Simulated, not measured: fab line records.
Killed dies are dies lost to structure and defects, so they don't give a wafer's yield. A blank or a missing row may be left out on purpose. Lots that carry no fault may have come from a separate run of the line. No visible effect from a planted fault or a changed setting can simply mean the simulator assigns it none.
fab line records ; flow sky130
record lots=12; wafers=36; last-day=49
route steps=708 shown LDD_N@244 LDD_LDN@296 RES_XHIGH@336 PAD_OPEN@708
lots that met no fault: from a run of the same line without faults
start-h: hours from the record's opening day to when the first of the lot's shown wafers began ; wait-h: time in hours since the lot's previous step ; " same as the row above ; L1.1+2: a row that stands for several wafers ; - value missing, or start not given ; * or withheld: withheld ; < > ~ a bound
route shown NAME@n: names a module that has steps shown in the file, with the first one's number in the route ; usual: mean/standard deviation of fault-free wafers ; same: alike in all rows ; chamber/n: place in a boat ; sites: readings site by site ; _std_site: the values' standard deviation ; _edge_site: outer sites' mean less inner sites' ; radius-mm: for every site, how far away it sits from the centre of the wafer ; mask NAME#n: copy n ; behind: tool/chamber where the wafer was last shaped ; hold: reason for holding the lot/hours on hold/outcome of the hold ; device: transistor that didn't switch, given as n, p or np ; end of line: the tests these same wafers got at the end of their route ; a step given without rows: its recipe and nothing more ; killed: dies lost to structure and defects at the first sort, not the wafer's yield ; map: the dies of a wafer, with x for killed, . for not killed, _ for no die there
set.NAME: setting as actually run; set.NAME@STEP: the setting as run at that earlier step ; model.NAME: the simulator's own value behind a step, which no gauge read
route steps across a sampled set of lots; one table per step, one row per wafer
services: a tool's chamber out of use, with start hour (start-h, from the record's first day; less than 0 if before it), hours out, and reason
## steps
# step SKY_LDD_N_OVL_MEAS_07
# usual LDD_N_OVL=-0.1/1.5
lot.wafer;tool;chamber;start-h;wait-h;LDD_N_OVL[nm]
L354.2;overlay-02;-;386.32;0.1;-1.4
L354.3;overlay-02;-;386.32;0.1;-1.2
L354.4;overlay-02;-;386.32;0.1;0.8
L356.3;overlay-02;-;413.67;0.1;0.8
L356.5;overlay-02;-;413.67;0.1;0.6
L356.6;overlay-02;-;413.67;0.1;3.2
L358.2;overlay-01;-;438.12;0.1;2.0
L358.3;overlay-01;-;438.12;0.1;0.0
L358.5;overlay-01;-;438.12;0.1;-0.5
L359.1;overlay-02;-;440.26;0.1;1.2
L359.5;overlay-02;-;440.26;0.1;-0.4
L359.6;overlay-02;-;440.26;0.1;-0.5
L361.1;overlay-01;-;460.91;0.1;0.7
L361.2;overlay-01;-;460.91;0.1;-0.1
L361.3;overlay-01;-;460.91;0.1;1.6
L362.1;overlay-02;-;469.66;0.1;-2.5
L362.4;overlay-02;-;469.66;0.1;0.2
L362.6;overlay-02;-;469.66;0.1;-1.0
L364.2;overlay-01;-;488.72;0.1;-2.2
L364.3;overlay-01;-;488.72;0.1;-0.7
L364.6;overlay-01;-;488.72;0.1;-1.1
L365.1;overlay-01;-;499.66;0.1;-0.7
L365.3;overlay-01;-;499.66;0.1;0.3
L365.4;overlay-01;-;499.66;0.1;0.1
L368.1;overlay-01;-;528.66;0.1;1.5
L368.4;overlay-01;-;528.66;0.1;2.0
L368.6;overlay-01;-;528.66;0.1;0.4
L369.2;overlay-01;-;537.87;0.1;-1.7
L369.5;overlay-01;-;537.87;0.1;0.4
L369.6;overlay-01;-;537.87;0.1;-2.5
L371.1;overlay-01;-;548.76;0.1;1.9
L371.2;overlay-01;-;548.76;0.1;2.8
L371.5;overlay-01;-;548.76;0.1;1.0
L373.2;overlay-01;-;566.51;0.1;1.4
L373.5;overlay-01;-;566.51;0.1;-1.8
L373.6;overlay-01;-;566.51;0.1;0.7
# step SKY_LDD_LDN_OVL_MEAS_07
# usual LDD_LDN_OVL=-0.1/1
lot.wafer;tool;chamber;start-h;wait-h;LDD_LDN_OVL[nm]
L354.2;overlay-01;-;510.02;0.1;1.3
L354.3;overlay-01;-;510.02;0.1;0.2
L354.4;overlay-01;-;510.02;0.1;1.6
L356.3;overlay-01;-;535.22;0.1;1.0
L356.5;overlay-01;-;535.22;0.1;-0.3
L356.6;overlay-01;-;535.22;0.1;-0.8
L358.2;overlay-02;-;560.42;0.1;1.4
L358.3;overlay-02;-;560.42;0.1;-0.5
L358.5;overlay-02;-;560.42;0.1;0.4
L359.1;overlay-01;-;561.86;0.1;-1.0
L359.5;overlay-01;-;561.86;0.1;0.3
L359.6;overlay-01;-;561.86;0.1;-0.1
L361.1;overlay-01;-;581.01;0.1;0.1
L361.2;overlay-01;-;581.01;0.1;3.0
L361.3;overlay-01;-;581.01;0.1;1.9
L362.1;overlay-02;-;591.06;0.1;-0.4
L362.4;overlay-02;-;591.06;0.1;0.5
L362.6;overlay-02;-;591.06;0.1;0.5
L364.2;overlay-01;-;609.17;0.1;0.7
L364.3;overlay-01;-;609.17;0.1;-0.7
L364.6;overlay-01;-;609.17;0.1;-0.6
L365.1;overlay-01;-;618.46;0.1;1.7
L365.3;overlay-01;-;618.46;0.1;2.5
L365.4;overlay-01;-;618.46;0.1;0.7
L368.1;overlay-02;-;647.26;0.1;-2.1
L368.4;overlay-02;-;647.26;0.1;-1.0
L368.6;overlay-02;-;647.26;0.1;-0.1
L369.2;overlay-02;-;655.27;0.1;-1.8
L369.5;overlay-02;-;655.27;0.1;-0.3
L369.6;overlay-02;-;655.27;0.1;0.0
L371.1;overlay-02;-;665.76;0.1;-0.7
L371.2;overlay-02;-;665.76;0.1;0.1
L371.5;overlay-02;-;665.76;0.1;-0.6
L373.2;overlay-02;-;682.82;0.1;0.1
L373.5;overlay-02;-;682.82;0.1;-1.3
L373.6;overlay-02;-;682.82;0.1;-1.1
# step SKY_RES_XHIGH_EXPOSE_04
# recipe mask-id=URPM; na=0.6; source-shape=conventional; sigma-outer=0.6; polarization=unpolarized; target-cd-nm=1270; dose-mj=140
# usual stage-vel-mm-s=500.04/0.25
# same sigma-outer=0.6
lot.wafer;tool;chamber;start-h;wait-h;mask;stage-vel-mm-s
L354.2;iline-stepper-02;0;586.01;-;URPM#0;499.74
L354.3;iline-stepper-02;0;586.01;-;URPM#0;499.93
L354.4;iline-stepper-02;0;586.01;-;URPM#0;500.42
L356.3;iline-stepper-02;0;611.60;-;URPM#0;499.79
L356.5;iline-stepper-02;0;611.60;-;URPM#0;499.69
L356.6;iline-stepper-02;0;611.60;-;URPM#0;500.10
L358.2;iline-stepper-02;0;634.71;-;URPM#0;499.80
L358.3;iline-stepper-02;0;634.71;-;URPM#0;500.04
L358.5;iline-stepper-02;0;634.71;-;URPM#0;500.29
L359.1;iline-stepper-01;0;637.99;-;URPM#0;500.27
L359.5;iline-stepper-01;0;637.99;-;URPM#0;499.55
L359.6;iline-stepper-01;0;637.99;-;URPM#0;500.02
L361.1;iline-stepper-01;0;656.34;-;URPM#0;500.23
L361.2;iline-stepper-01;0;656.34;-;URPM#0;499.79
L361.3;iline-stepper-01;0;656.34;-;URPM#0;500.11
L362.1;iline-stepper-02;0;665.20;-;URPM#0;500.31
L362.4;iline-stepper-02;0;665.20;-;URPM#0;499.84
L362.6;iline-stepper-02;0;665.20;-;URPM#0;499.81
L364.2;iline-stepper-01;0;682.66;-;URPM#0;500.01
L364.3;iline-stepper-01;0;682.66;-;URPM#0;499.81
L364.6;iline-stepper-01;0;682.66;-;URPM#0;499.83
L365.1;iline-stepper-01;0;692.56;-;URPM#0;499.59
L365.3;iline-stepper-01;0;692.56;-;URPM#0;499.77
L365.4;iline-stepper-01;0;692.56;-;URPM#0;500.00
L368.1;iline-stepper-02;0;721.07;-;URPM#0;499.94
L368.4;iline-stepper-02;0;721.07;-;URPM#0;499.83
L368.6;iline-stepper-02;0;721.07;-;URPM#0;500.18
L369.2;iline-stepper-02;0;728.98;-;URPM#0;500.20
L369.5;iline-stepper-02;0;728.98;-;URPM#0;499.90
L369.6;iline-stepper-02;0;728.98;-;URPM#0;500.41
L371.1;iline-stepper-01;0;739.06;-;NSDM#0;500.04
L371.2;iline-stepper-01;0;739.06;-;NSDM#0;500.36
L371.5;iline-stepper-01;0;739.06;-;NSDM#0;500.45
L373.2;iline-stepper-01;0;755.61;-;URPM#0;500.35
L373.5;iline-stepper-01;0;755.61;-;URPM#0;500.30
L373.6;iline-stepper-01;0;755.61;-;URPM#0;499.89
# step SKY_RES_XHIGH_STRIP_08
# recipe chemistry=O2/N2; power-w=1400; pressure-mtorr=1500; platen-temp-c=withheld; o2-flow-sccm=3000; n2-flow-sccm=300; overash-fraction=0.5
# usual drypump-motor-current-A=5.8/0.44; n2-flow-sccm=299.9/0.87; oes-product-au=0.711/0.0042; strip-time-to-endpoint-s=14.29/0.046
lot.wafer;tool;chamber;start-h;wait-h;drypump-motor-current-A;n2-flow-sccm;oes-product-au;rf-hours-counter-h;strip-time-to-endpoint-s
L354.2;plasma-asher-02;0;600.81;0.1;5.8;300.2;0.711;14;14.31
L354.3;plasma-asher-02;0;600.81;0.1;5.9;300.2;0.716;-;14.29
L354.4;plasma-asher-02;1;600.81;0.1;5.1;299.3;0.701;-;14.24
L356.3;plasma-asher-02;1;625.90;0.1;5.2;299.5;0.705;-;14.24
L356.5;plasma-asher-02;1;625.90;0.1;5.1;299.0;0.709;-;14.25
L356.6;plasma-asher-02;0;625.90;0.1;5.9;300.2;0.708;-;14.19
L358.2;plasma-asher-02;1;649.11;0.1;5.1;299.9;0.709;20;14.28
L358.3;plasma-asher-02;1;649.11;0.1;5.1;301.2;0.718;-;14.26
L358.5;plasma-asher-02;1;649.11;0.1;5.1;299.6;0.712;-;14.25
L359.1;plasma-asher-03;0;652.16;0.1;6.2;300.1;0.711;101;14.31
L359.5;plasma-asher-03;0;652.16;0.1;6.2;299.1;0.708;-;14.29
L359.6;plasma-asher-03;1;652.16;0.1;6.2;300.3;0.710;-;14.29
L361.1;plasma-asher-04;0;669.91;0.1;5.7;299.0;0.714;81;14.24
L361.2;plasma-asher-04;1;669.91;0.1;6.4;301.8;0.705;81;14.27
L361.3;plasma-asher-04;0;669.91;0.1;5.7;298.1;0.704;-;14.19
L362.1;plasma-asher-04;0;679.17;0.1;5.7;301.3;0.709;82;14.30
L362.4;plasma-asher-04;0;679.17;0.1;5.8;300.0;0.705;-;14.30
L362.6;plasma-asher-04;0;679.17;0.1;5.8;300.7;0.709;-;14.27
L364.2;plasma-asher-03;1;697.06;0.1;6.2;299.8;0.712;104;14.31
L364.3;plasma-asher-03;0;697.06;0.1;6.2;301.0;0.709;-;14.31
L364.6;plasma-asher-03;0;697.06;0.1;6.2;301.0;0.708;-;14.31
L365.1;plasma-asher-03;0;706.72;0.1;6.2;298.9;0.711;105;14.30
L365.3;plasma-asher-03;1;706.72;0.1;6.2;299.6;0.710;-;14.28
L365.4;plasma-asher-03;0;706.72;0.1;6.2;299.1;0.709;-;14.31
L368.1;plasma-asher-04;0;735.01;0.1;5.8;300.6;0.717;87;14.28
L368.4;plasma-asher-04;1;735.01;0.1;6.4;300.4;0.702;-;14.22
L368.6;plasma-asher-04;1;735.01;0.1;6.4;298.6;0.709;-;14.25
L369.2;plasma-asher-02;1;742.56;0.1;5.1;299.0;0.711;29;14.31
L369.5;plasma-asher-02;0;742.56;0.1;5.9;298.8;0.715;-;14.33
L369.6;plasma-asher-02;1;742.56;0.1;5.1;299.3;0.709;-;14.33
L371.1;plasma-asher-03;0;752.86;0.1;6.2;300.2;0.706;1;14.29
L371.2;plasma-asher-03;1;752.86;0.1;6.2;299.1;0.722;1;14.31
L371.5;plasma-asher-03;0;752.86;0.1;6.2;299.7;0.708;-;14.30
L373.2;plasma-asher-02;0;769.46;0.1;5.9;298.6;0.707;32;14.29
L373.5;plasma-asher-02;0;769.46;0.1;5.8;299.4;0.712;-;14.32
L373.6;plasma-asher-02;1;769.46;0.1;5.1;302.1;0.710;-;14.29
# step SKY_RES_XHIGH_TW_MEAS_09
# usual RES_XHIGH_TW=1643/12
lot.wafer;tool;chamber;start-h;wait-h;RES_XHIGH_TW
L354.2;film-metro-02;-;600.92;0.1;1652
L354.3;film-metro-02;-;600.92;0.1;1674
L354.4;film-metro-02;-;600.92;0.1;1661
L356.3;film-metro-03;-;625.99;0.1;1637
L356.5;film-metro-03;-;625.99;0.1;1632
L356.6;film-metro-03;-;625.99;0.1;1633
L358.2;film-metro-03;-;649.22;0.1;1626
L358.3;film-metro-03;-;649.22;0.1;1630
L358.5;film-metro-03;-;649.22;0.1;1633
L359.1;film-metro-02;-;652.26;0.1;1638
L359.5;film-metro-02;-;652.26;0.1;1642
L359.6;film-metro-02;-;652.26;0.1;1640
L361.1;film-metro-02;-;670.01;0.1;1647
L361.2;film-metro-02;-;670.01;0.1;1640
L361.3;film-metro-02;-;670.01;0.1;1641
L362.1;film-metro-04;-;679.27;0.1;1648
L362.4;film-metro-04;-;679.27;0.1;1652
L362.6;film-metro-04;-;679.27;0.1;1644
L364.2;film-metro-02;-;697.17;0.1;1651
L364.3;film-metro-02;-;697.17;0.1;1659
L364.6;film-metro-02;-;697.17;0.1;1653
L365.1;film-metro-04;-;706.82;0.1;1652
L365.3;film-metro-04;-;706.82;0.1;1637
L365.4;film-metro-04;-;706.82;0.1;1645
L368.1;film-metro-02;-;735.11;0.1;1654
L368.4;film-metro-02;-;735.11;0.1;1649
L368.6;film-metro-02;-;735.11;0.1;1653
L369.2;film-metro-03;-;742.67;0.1;1612
L369.5;film-metro-03;-;742.67;0.1;1610
L369.6;film-metro-03;-;742.67;0.1;1625
L371.1;film-metro-03;-;752.96;0.1;30
L371.2;film-metro-03;-;752.96;0.1;30
L371.5;film-metro-03;-;752.96;0.1;30
L373.2;film-metro-02;-;769.57;0.1;1646
L373.5;film-metro-02;-;769.57;0.1;1652
L373.6;film-metro-02;-;769.57;0.1;1648
# step SKY_PAD_OPEN_PROBE_99
# usual killed_at_M0_to_M3=43/7; killed_at_M4_up=3.0/1.9; killed-at-contacts=24/4.6; killed-at-front-end=15/4.1; killed-at-other=0.3/0.52; killed-dies=84/9.7; killed-on-rim=16/3.6; killed-open=46/6.9; killed-short=38/6.8
# same gross-dies=492; killed-at-back-side=0
lot.wafer;tool;chamber;start-h;wait-h;killed_at_M0_to_M3;killed_at_M4_up;killed-at-contacts;killed-at-front-end;killed-at-other;killed-dies;killed-on-rim;killed-open;killed-short
L364.2;prober-01;-;1133.83;0.1;45;4;37;15;1;102;19;57;44
L364.3;prober-01;-;1133.88;0.2;48;5;20;18;0;91;21;53;37
L364.6;prober-01;-;1134.03;0.2;32;4;24;13;0;73;10;42;31
L365.1;prober-01;-;1138.88;0.1;36;3;25;12;0;76;15;40;36
L365.3;prober-01;-;1138.98;0.2;55;2;22;16;0;95;11;53;41
L365.4;prober-01;-;1139.03;0.2;48;2;23;14;1;88;18;39;48
L368.1;prober-02;-;1157.33;0.1;48;6;24;16;1;95;19;61;34
L368.4;prober-02;-;1157.48;0.2;49;2;33;15;0;99;16;60;39
L368.6;prober-02;-;1157.58;0.2;33;0;24;21;0;78;12;40;38
L369.2;prober-01;-;1164.33;0.1;40;3;22;9;0;74;15;42;32
L369.5;prober-01;-;1164.48;0.2;37;5;24;12;0;78;15;42;36
L369.6;prober-01;-;1164.53;0.2;57;4;23;12;0;96;22;43;53
L371.1;prober-01;-;1169.28;0.1;47;4;27;11;403;492;96;54;35
L371.2;prober-01;-;1169.33;0.1;39;1;34;8;410;492;96;50;32
L371.5;prober-01;-;1169.48;0.2;54;1;21;15;401;492;96;50;40
# killed by level:class
L364.2 VIA2:geometric-particle:open=14 CONTACT:geometric-particle:open=12 LOCAL_INTERCONNECT:geometric-particle:short=7 LI_CONTACT:geometric-particle:open=7 CONTACT:geometric-particle:short=7 FIELD_ISO:geometric-particle:open=6 METAL1:geometric-particle:short=6 VIA1:geometric-particle:open=6
L364.3 METAL2:geometric-particle:short=10 VIA2:geometric-particle:open=10 CONTACT:geometric-particle:open=9 LI_CONTACT:geometric-particle:open=7 VIA1:geometric-particle:open=6 VIA3:geometric-particle:open=6 POLY_GATE:geometric-particle:open=5 POLY_GATE:geometric-particle:short=4
L364.6 CONTACT:geometric-particle:open=10 VIA1:geometric-particle:open=7 LI_CONTACT:geometric-particle:short=6 LI_CONTACT:geometric-particle:open=5 VIA2:geometric-particle:open=5 METAL2:geometric-particle:short=5 VIA3:geometric-particle:open=4 VIA1:geometric-particle:short=4
L365.1 VIA1:geometric-particle:open=9 CONTACT:geometric-particle:open=7 VIA3:geometric-particle:open=7 LI_CONTACT:geometric-particle:open=6 LI_CONTACT:geometric-particle:short=5 LOCAL_INTERCONNECT:geometric-particle:short=4 FIELD_ISO:geometric-particle:short=3 CONTACT:geometric-particle:short=3
L365.3 CONTACT:geometric-particle:open=10 VIA1:geometric-particle:open=10 VIA3:geometric-particle:open=9 METAL2:geometric-particle:short=8 VIA2:geometric-particle:open=7 LI_CONTACT:geometric-particle:open=5 POLY_GATE:geometric-particle:short=4 CONTACT:geometric-particle:short=4
L365.4 FIELD_ISO:geometric-particle:short=7 CONTACT:geometric-particle:open=7 METAL1:geometric-particle:short=7 METAL3:geometric-particle:short=6 VIA1:geometric-particle:short=6 VIA1:geometric-particle:open=6 VIA2:geometric-particle:open=6 LI_CONTACT:geometric-particle:open=5
L368.1 VIA2:geometric-particle:open=11 VIA1:geometric-particle:open=11 LI_CONTACT:geometric-particle:open=8 POLY_GATE:geometric-particle:open=6 CONTACT:geometric-particle:open=6 VIA3:geometric-particle:open=6 LOCAL_INTERCONNECT:geometric-particle:short=5 METAL1:geometric-particle:short=5
L368.4 VIA1:geometric-particle:open=14 LI_CONTACT:geometric-particle:open=13 CONTACT:geometric-particle:open=10 METAL2:geometric-particle:short=7 VIA2:geometric-particle:open=6 POLY_GATE:geometric-particle:open=5 CONTACT:geometric-particle:short=5 VIA3:geometric-particle:open=5
L368.6 VIA1:geometric-particle:open=8 POLY_GATE:geometric-particle:short=6 CONTACT:geometric-particle:short=6 CONTACT:geometric-particle:open=6 VIA1:geometric-particle:short=6 VIA2:geometric-particle:open=6 FIELD_ISO:geometric-particle:short=5 POLY_GATE:geometric-particle:open=5
L369.2 CONTACT:geometric-particle:open=12 VIA1:geometric-particle:open=6 METAL2:geometric-particle:short=6 VIA2:geometric-particle:open=5 VIA3:geometric-particle:open=5 FIELD_ISO:geometric-particle:open=4 LI_CONTACT:geometric-particle:open=4 VIA1:geometric-particle:short=4
L369.5 CONTACT:geometric-particle:open=11 VIA1:geometric-particle:open=7 CONTACT:geometric-particle:short=6 METAL1:geometric-particle:short=6 VIA2:geometric-particle:open=6 VIA3:geometric-particle:open=6 POLY_GATE:geometric-particle:open=5 VIA1:geometric-particle:short=5
L369.6 VIA1:geometric-particle:open=10 CONTACT:geometric-particle:open=8 VIA3:geometric-particle:open=8 METAL2:geometric-particle:short=7 METAL3:geometric-particle:short=6 LI_CONTACT:geometric-particle:open=5 CONTACT:geometric-particle:short=5 METAL1:geometric-particle:short=5
L371.1 RES_XHIGH:area-expose=403 CONTACT:geometric-particle:open=15 VIA3:geometric-particle:open=9 VIA1:geometric-particle:open=8 CONTACT:geometric-particle:short=5 LI_CONTACT:geometric-particle:open=4 VIA3:geometric-particle:short=4 VIA1:geometric-particle:short=4
L371.2 RES_XHIGH:area-expose=410 CONTACT:geometric-particle:open=18 VIA1:geometric-particle:open=14 CONTACT:geometric-particle:short=10 METAL1:geometric-particle:short=8 VIA3:geometric-particle:open=5 POLY_GATE:geometric-particle:open=4 METAL2:geometric-particle:short=4
L371.5 RES_XHIGH:area-expose=400 VIA1:geometric-particle:open=14 METAL1:geometric-particle:short=11 VIA3:geometric-particle:open=9 CONTACT:geometric-particle:open=6 LI_CONTACT:geometric-particle:open=5 FIELD_ISO:geometric-particle:open=4 POLY_GATE:geometric-particle:open=4
## services
tool;chamber;start-h;hours;kind
iline-stepper-01;-;583.05;5.5;repair
iline-stepper-01;0;588.73;-;calibration
iline-stepper-01;-;592.65;2.1;pm
iline-stepper-01;-;594.73;-;consumable-replace:lamp
iline-stepper-02;-;616.47;1.7;pm
iline-stepper-02;0;624.83;-;calibration
iline-stepper-01;-;650.42;1.7;pm
iline-stepper-02;-;667.08;4.4;pm
iline-stepper-01;-;673.58;7.5;repair
plasma-asher-03;-;683.83;8.2;pm
plasma-asher-04;-;694.82;4.3;repair
iline-stepper-01;-;700.23;2.4;repair
plasma-asher-03;-;733.75;9.0;pm
plasma-asher-03;0;733.75;9.0;vent-cycle
plasma-asher-03;1;733.75;9.0;vent-cycle
plasma-asher-04;-;740.58;4.5;repair
plasma-asher-03;-;742.75;2.8;pm
plasma-asher-03;0;742.75;-;clean
plasma-asher-03;1;742.75;-;clean
plasma-asher-02;-;760.17;2.8;pm
## key
first-sign step=SKY_RES_XHIGH_EXPOSE_04; reading=mask; direction=changed
effect step=SKY_RES_XHIGH_TW_MEAS_09; reading=RES_XHIGH_TW; direction=down; sigmas=99+; usual=1643; struck=30
effect step=SKY_PAD_OPEN_PROBE_99; reading=killed-at-other; direction=up; sigmas=99+; usual=0.3; struck=404.7
more-kills-born-at SKY_RES_XHIGH_EXPOSE_04@iline-stepper-01=1213
met-at SKY_RES_XHIGH_EXPOSE_04
struck-lots L371
tester-left-out L371
not-acting-at SKY_LDD_N_OVL_MEAS_07,SKY_LDD_LDN_OVL_MEAS_07,SKY_RES_XHIGH_STRIP_08
onset-between 692.56 739.06
fault kind=wrong-mask; tool=any; chamber=-; onset-h=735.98; steps=SKY_RES_XHIGH_EXPOSE_04; aux-copy=NSDM#0; scope=struck-lots-only
# tester-left-out: of these lots the tester's yield and bins aren't shown, on N5 and GAA mostly nor the transistor test; their killed dies are dies lost to structure and defects alone, not to doping, threshold or leakage, so they don't give the yield
